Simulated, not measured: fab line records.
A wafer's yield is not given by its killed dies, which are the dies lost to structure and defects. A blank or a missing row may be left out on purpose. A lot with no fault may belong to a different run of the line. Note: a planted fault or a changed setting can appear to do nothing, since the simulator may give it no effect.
Which tool did it? || flow sky130 || 15 lots, 45 wafers sampled, at 4 steps of a route of 708

## WHAT EACH GAUGE READ, for each wafer
Not one reading of a measure or inspect step in the record can be checked against a usual standard deviation.

## WHAT TOOL EACH LOT RAN ON (gives the tool, then ch and the chambers of the sampled wafers, and finally the start)
{"lot": "L524", "SKY_VIA3_CVD_21": "cvd-w-01 ch 0,1, day 40 16:45", "SKY_METAL4_SPUTTER_04": "pvd-sputter-04, day 40 17:25", "SKY_CAP2M_SPUTTER_02": "pvd-sputter-01, day 40 17:33", "SKY_CAP2M_EXPOSE_09": "iline-stepper-01 ch 0, day 41 05:25"}
{"lot": "L525", "SKY_VIA3_CVD_21": "cvd-w-01 ch 0,1, day 40 17:19", "SKY_METAL4_SPUTTER_04": "pvd-sputter-03, day 40 18:02", "SKY_CAP2M_SPUTTER_02": "pvd-sputter-04, day 40 18:10", "SKY_CAP2M_EXPOSE_09": "iline-stepper-01 ch 0, day 41 06:20"}
{"lot": "L526", "SKY_VIA3_CVD_21": "cvd-w-02 ch 0,1, day 40 18:56", "SKY_METAL4_SPUTTER_04": "pvd-sputter-03, day 40 19:38", "SKY_CAP2M_SPUTTER_02": "pvd-sputter-04, day 40 19:46", "SKY_CAP2M_EXPOSE_09": "iline-stepper-02 ch 0, day 41 08:22"}
{"lot": "L527", "SKY_VIA3_CVD_21": "cvd-w-02 ch 0,1, day 41 04:47", "SKY_METAL4_SPUTTER_04": "pvd-sputter-03, day 41 05:28", "SKY_CAP2M_SPUTTER_02": "pvd-sputter-01, day 41 05:35", "SKY_CAP2M_EXPOSE_09": "iline-stepper-01 ch 0, day 41 17:35"}
{"lot": "L528", "SKY_VIA3_CVD_21": "cvd-w-01 ch 0,1, day 41 11:09", "SKY_METAL4_SPUTTER_04": "pvd-sputter-01, day 41 11:52", "SKY_CAP2M_SPUTTER_02": "pvd-sputter-02, day 41 11:59", "SKY_CAP2M_EXPOSE_09": "iline-stepper-01 ch 0, day 41 22:47"}
{"lot": "L529", "SKY_VIA3_CVD_21": "cvd-w-02 ch 0,1, day 41 23:52", "SKY_METAL4_SPUTTER_04": "pvd-sputter-01, day 42 00:32", "SKY_CAP2M_SPUTTER_02": "pvd-sputter-02, day 42 00:40", "SKY_CAP2M_EXPOSE_09": "iline-stepper-02 ch 0, day 42 13:22"}
{"lot": "L531", "SKY_VIA3_CVD_21": "cvd-w-01 ch 0,1, day 42 12:38", "SKY_METAL4_SPUTTER_04": "pvd-sputter-01, day 42 13:20", "SKY_CAP2M_SPUTTER_02": "pvd-sputter-02, day 42 13:28", "SKY_CAP2M_EXPOSE_09": "iline-stepper-01 ch 0, day 43 00:31"}
{"lot": "L533", "SKY_VIA3_CVD_21": "cvd-w-01 ch 0,1, day 42 21:46", "SKY_METAL4_SPUTTER_04": "pvd-sputter-03, day 42 22:28", "SKY_CAP2M_SPUTTER_02": "pvd-sputter-04, day 42 22:37", "SKY_CAP2M_EXPOSE_09": "iline-stepper-01, day 43 10:01"}
{"lot": "L532", "SKY_VIA3_CVD_21": "cvd-w-02 ch 0,1, day 42 22:30", "SKY_METAL4_SPUTTER_04": "pvd-sputter-03, day 42 23:13", "SKY_CAP2M_SPUTTER_02": "pvd-sputter-02, day 42 23:20", "SKY_CAP2M_EXPOSE_09": "iline-stepper-01, day 43 10:59"}
{"lot": "L534", "SKY_VIA3_CVD_21": "cvd-w-02 ch 0,1, day 43 02:40", "SKY_METAL4_SPUTTER_04": "pvd-sputter-01, day 43 03:20", "SKY_CAP2M_SPUTTER_02": "pvd-sputter-02, day 43 03:28", "SKY_CAP2M_EXPOSE_09": "iline-stepper-01, day 43 15:07"}
{"lot": "L540", "SKY_VIA3_CVD_21": "cvd-w-01 ch 0,1, day 44 20:25", "SKY_METAL4_SPUTTER_04": "pvd-sputter-03, day 44 21:07", "SKY_CAP2M_SPUTTER_02": "pvd-sputter-04, day 44 21:15", "SKY_CAP2M_EXPOSE_09": "iline-stepper-02 ch 0, day 45 07:49"}
{"lot": "L541", "SKY_VIA3_CVD_21": "cvd-w-01 ch 0,1, day 44 23:13", "SKY_METAL4_SPUTTER_04": "pvd-sputter-01, day 44 23:55", "SKY_CAP2M_SPUTTER_02": "pvd-sputter-04, day 45 00:03", "SKY_CAP2M_EXPOSE_09": "iline-stepper-01 ch 0, day 45 11:37"}
{"lot": "L542", "SKY_VIA3_CVD_21": "cvd-w-02 ch 1, day 45 05:29", "SKY_METAL4_SPUTTER_04": "pvd-sputter-04, day 45 06:19", "SKY_CAP2M_SPUTTER_02": "pvd-sputter-02, day 45 06:26", "SKY_CAP2M_EXPOSE_09": "iline-stepper-02 ch 0, day 45 17:17"}
{"lot": "L543", "SKY_VIA3_CVD_21": "cvd-w-01 ch 0,1, day 45 11:46", "SKY_METAL4_SPUTTER_04": "pvd-sputter-04, day 45 12:29", "SKY_CAP2M_SPUTTER_02": "pvd-sputter-02, day 45 12:37", "SKY_CAP2M_EXPOSE_09": "iline-stepper-02 ch 0, day 45 22:33"}
{"lot": "L545", "SKY_VIA3_CVD_21": "cvd-w-02 ch 0,1, day 46 14:42", "SKY_METAL4_SPUTTER_04": "pvd-sputter-04, day 46 15:25", "SKY_CAP2M_SPUTTER_02": "pvd-sputter-04, day 46 15:32", "SKY_CAP2M_EXPOSE_09": "iline-stepper-01 ch 0, day 47 01:18"}
- SKY_VIA3_CVD_21: deposits W, target thk 390 nm, time 117.31 s.
- SKY_METAL4_SPUTTER_04: material TiN, target thk 70 nm, time 58.3 s.
- SKY_CAP2M_SPUTTER_02: material TiN, target thk 200 nm, time 166.7 s.
- SKY_CAP2M_EXPOSE_09: exposes mask CAP2M, target cd 1000 nm.

## AS READ BY THE TOOLS THEMSELVES (means over the sampled wafers that have a number; for cases with no such wafer, the mark the record gives instead)
SKY_VIA3_CVD_21.
{"lot": "L524", "tool": "cvd-w-01", "heater-power-w (W)": 939}
{"lot": "L525", "tool": "cvd-w-01", "heater-power-w (W)": 936}
{"lot": "L526", "tool": "cvd-w-02", "heater-power-w (W)": 840}
{"lot": "L527", "tool": "cvd-w-02", "heater-power-w (W)": 835}
{"lot": "L528", "tool": "cvd-w-01", "heater-power-w (W)": 964}
{"lot": "L529", "tool": "cvd-w-02", "heater-power-w (W)": 838}
{"lot": "L531", "tool": "cvd-w-01", "heater-power-w (W)": 948}
{"lot": "L533", "tool": "cvd-w-01", "heater-power-w (W)": 937}
{"lot": "L532", "tool": "cvd-w-02", "heater-power-w (W)": 847}
{"lot": "L534", "tool": "cvd-w-02", "heater-power-w (W)": 852}
{"lot": "L540", "tool": "cvd-w-01", "heater-power-w (W)": 966}
{"lot": "L541", "tool": "cvd-w-01", "heater-power-w (W)": 965}
{"lot": "L542", "tool": "cvd-w-02", "heater-power-w (W)": 835}
{"lot": "L543", "tool": "cvd-w-01", "heater-power-w (W)": 956}
{"lot": "L545", "tool": "cvd-w-02", "heater-power-w (W)": 839}

SKY_METAL4_SPUTTER_04.
{"lot": "L524", "tool": "pvd-sputter-04", "chamber-pressure-pa (Pa)": 0.3994, "throttle-valve-pct (%)": 30.2}
{"lot": "L525", "tool": "pvd-sputter-03", "chamber-pressure-pa (Pa)": 0.4002, "throttle-valve-pct (%)": 30.7}
{"lot": "L526", "tool": "pvd-sputter-03", "chamber-pressure-pa (Pa)": 0.3994, "throttle-valve-pct (%)": 31.3}
{"lot": "L527", "tool": "pvd-sputter-03", "chamber-pressure-pa (Pa)": 0.3999, "throttle-valve-pct (%)": 30.5}
{"lot": "L528", "tool": "pvd-sputter-01", "chamber-pressure-pa (Pa)": 0.4011, "throttle-valve-pct (%)": 30.0}
{"lot": "L529", "tool": "pvd-sputter-01", "chamber-pressure-pa (Pa)": 0.4006, "throttle-valve-pct (%)": 29.5}
{"lot": "L531", "tool": "pvd-sputter-01", "chamber-pressure-pa (Pa)": 0.4001, "throttle-valve-pct (%)": 29.7}
{"lot": "L533", "tool": "pvd-sputter-03", "chamber-pressure-pa (Pa)": 0.4001, "throttle-valve-pct (%)": 31.1}
{"lot": "L532", "tool": "pvd-sputter-03", "chamber-pressure-pa (Pa)": 0.3998, "throttle-valve-pct (%)": 31.2}
{"lot": "L534", "tool": "pvd-sputter-01", "chamber-pressure-pa (Pa)": 0.4004, "throttle-valve-pct (%)": 29.8}
{"lot": "L540", "tool": "pvd-sputter-03", "chamber-pressure-pa (Pa)": 0.4013, "throttle-valve-pct (%)": 31.2}
{"lot": "L541", "tool": "pvd-sputter-01", "chamber-pressure-pa (Pa)": 0.3986, "throttle-valve-pct (%)": 30.5}
{"lot": "L542", "tool": "pvd-sputter-04", "chamber-pressure-pa (Pa)": 0.4002, "throttle-valve-pct (%)": 30.1}
{"lot": "L543", "tool": "pvd-sputter-04", "chamber-pressure-pa (Pa)": 0.3997, "throttle-valve-pct (%)": 30.3}
{"lot": "L545", "tool": "pvd-sputter-04", "chamber-pressure-pa (Pa)": 0.4009, "throttle-valve-pct (%)": 30.3}

SKY_CAP2M_SPUTTER_02.
{"lot": "L524", "tool": "pvd-sputter-01", "chamber-pressure-pa (Pa)": 0.4002, "throttle-valve-pct (%)": 30.1}
{"lot": "L525", "tool": "pvd-sputter-04", "chamber-pressure-pa (Pa)": 0.4011, "throttle-valve-pct (%)": 30.2}
{"lot": "L526", "tool": "pvd-sputter-04", "chamber-pressure-pa (Pa)": 0.4000, "throttle-valve-pct (%)": 30.7}
{"lot": "L527", "tool": "pvd-sputter-01", "chamber-pressure-pa (Pa)": 0.3992, "throttle-valve-pct (%)": 30.0}
{"lot": "L528", "tool": "pvd-sputter-02", "chamber-pressure-pa (Pa)": 0.3990, "throttle-valve-pct (%)": 30.8}
{"lot": "L529", "tool": "pvd-sputter-02", "chamber-pressure-pa (Pa)": 0.3998, "throttle-valve-pct (%)": 30.4}
{"lot": "L531", "tool": "pvd-sputter-02", "chamber-pressure-pa (Pa)": 0.4002, "throttle-valve-pct (%)": 29.8}
{"lot": "L533", "tool": "pvd-sputter-04", "chamber-pressure-pa (Pa)": 0.3999, "throttle-valve-pct (%)": 30.2}
{"lot": "L532", "tool": "pvd-sputter-02", "chamber-pressure-pa (Pa)": 0.3997, "throttle-valve-pct (%)": 30.1}
{"lot": "L534", "tool": "pvd-sputter-02", "chamber-pressure-pa (Pa)": 0.4000, "throttle-valve-pct (%)": 30.2}
{"lot": "L540", "tool": "pvd-sputter-04", "chamber-pressure-pa (Pa)": 0.3994, "throttle-valve-pct (%)": 30.1}
{"lot": "L541", "tool": "pvd-sputter-04", "chamber-pressure-pa (Pa)": 0.4005, "throttle-valve-pct (%)": 29.5}
{"lot": "L542", "tool": "pvd-sputter-02", "chamber-pressure-pa (Pa)": 0.3999, "throttle-valve-pct (%)": 30.4}
{"lot": "L543", "tool": "pvd-sputter-02", "chamber-pressure-pa (Pa)": 0.4013, "throttle-valve-pct (%)": 29.8}
{"lot": "L545", "tool": "pvd-sputter-04", "chamber-pressure-pa (Pa)": 0.3998, "throttle-valve-pct (%)": 30.1}

SKY_CAP2M_EXPOSE_09.
{"lot": "L524", "tool": "iline-stepper-01", "exposure-dose-mJ-cm2": 158.99, "focus-offset-nm (nm)": 0.1}
{"lot": "L525", "tool": "iline-stepper-01", "exposure-dose-mJ-cm2": 158.90, "focus-offset-nm (nm)": 0.5}
{"lot": "L526", "tool": "iline-stepper-02", "exposure-dose-mJ-cm2": 158.92, "focus-offset-nm (nm)": -0.1}
{"lot": "L527", "tool": "iline-stepper-01", "exposure-dose-mJ-cm2": 159.17, "focus-offset-nm (nm)": 0.4}
{"lot": "L528", "tool": "iline-stepper-01", "exposure-dose-mJ-cm2": 158.83, "focus-offset-nm (nm)": -0.4}
{"lot": "L529", "tool": "iline-stepper-02", "exposure-dose-mJ-cm2": 159.05, "focus-offset-nm (nm)": -0.2}
{"lot": "L531", "tool": "iline-stepper-01", "exposure-dose-mJ-cm2": 158.82, "focus-offset-nm (nm)": 0.2}
{"lot": "L533", "tool": "iline-stepper-01", "exposure-dose-mJ-cm2": "-", "focus-offset-nm (nm)": "-"}
{"lot": "L532", "tool": "iline-stepper-01", "exposure-dose-mJ-cm2": "-", "focus-offset-nm (nm)": "-"}
{"lot": "L534", "tool": "iline-stepper-01", "exposure-dose-mJ-cm2": "-", "focus-offset-nm (nm)": "-"}
{"lot": "L540", "tool": "iline-stepper-02", "exposure-dose-mJ-cm2": 158.75, "focus-offset-nm (nm)": 0.1}
{"lot": "L541", "tool": "iline-stepper-01", "exposure-dose-mJ-cm2": 158.81, "focus-offset-nm (nm)": 0.3}
{"lot": "L542", "tool": "iline-stepper-02", "exposure-dose-mJ-cm2": 159.07, "focus-offset-nm (nm)": 0.5}
{"lot": "L543", "tool": "iline-stepper-02", "exposure-dose-mJ-cm2": 158.96, "focus-offset-nm (nm)": -0.1}
{"lot": "L545", "tool": "iline-stepper-01", "exposure-dose-mJ-cm2": 159.15, "focus-offset-nm (nm)": -0.9}

## THE ANSWER, worked out from the rows above alone
Rule: what is usual is taken from the lots themselves. The widest of any qualifying gaps counts: lots, ordered by their means at a reading, are off when they make up no more than a third of the lots, leave a main group of 4 or more, and stand apart from it by 3 or more times the standard deviation of that group's means. A main group whose means are all the same, to the digits that the tables above print for the reading, isn't used. Also off: a lot with no number at a reading for which 4 or more lots have one. Any other lot the step has rows for is counted as sound. First the gauges in route order, then the tools' own readings, where a lot's mean is used as printed above. The first step at which some lot is off is used, and at that step the reading that is off furthest; a lot without a number counts as furthest.
Off: L533, L532, L534, at SKY_CAP2M_EXPOSE_09 (exposure-dose-mJ-cm2). Without a number there: L533, L532, L534. Main group: mean 158.95, sd 0.13.
If a tool, at that step or one of the process steps before it, ran each lot that is off and ran no sound lot following the first of them, it fits. Not one of the candidates tried fits.

## WHAT HAD BEEN PUT IN BY THE SIMULATOR
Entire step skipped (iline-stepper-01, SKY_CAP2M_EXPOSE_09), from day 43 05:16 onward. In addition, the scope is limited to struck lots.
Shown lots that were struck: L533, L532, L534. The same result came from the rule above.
